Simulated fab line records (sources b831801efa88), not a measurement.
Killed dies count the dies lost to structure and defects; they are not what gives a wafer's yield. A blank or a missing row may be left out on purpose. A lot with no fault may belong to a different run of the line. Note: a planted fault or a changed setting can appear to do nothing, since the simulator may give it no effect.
Chamber matching ; flow sky130 ; 4 sister chambers for SKY_VIA2_ETCH_14 on rie diel-01
The step etches BARC in N2/H2, stops on SiO2, time 45.9 s, target depth 60 nm. 4 wafers are shown with their chamber, then 11 later ones without.

## WAFERS WITH THEIR CHAMBER
wafer;chamber;drypump motor current A (A)
L087.2;0;5.9
L090.2;1;6.6
L090.4;2;4.8
L091.1;3;5.3

## WAFERS WITHOUT THEIR CHAMBER
wafer;drypump motor current A (A)
L091.2;6.0
L091.5;4.8
L094.1;4.8
L094.2;5.9
L094.3;5.3
L096.3;5.9
L096.5;5.9
L096.6;6.6
L097.2;5.9
L097.3;4.8
L097.6;4.8

## EACH ONE'S CHAMBER
wafer;from the rows above;in truth
L091.2;0;0
L091.5;2;2
L094.1;2;2
L094.2;0;0
L094.3;3;3
L096.3;0;0
L096.5;0;0
L096.6;1;1
L097.2;0;0
L097.3;2;2
L097.6;2;2
Correctly placed: 11 of 11. Can't be placed from these rows: 0. 0 placed wrongly.
How it was worked out, from the rows above alone: a wafer's distance from a chamber is the root of the sum, over the readings, of the square of ((its reading less the chamber's mean) divided by the reading's scatter). If the next closest chamber is less than 2 further off than the closest, the wafer can't be placed; otherwise it belongs to the closest. The mean given for a chamber averages the wafers shown for that chamber. The scatter (one wafer shown for each chamber): square how far every hidden wafer sits from the nearest shown wafer, average those squares and take the square root.
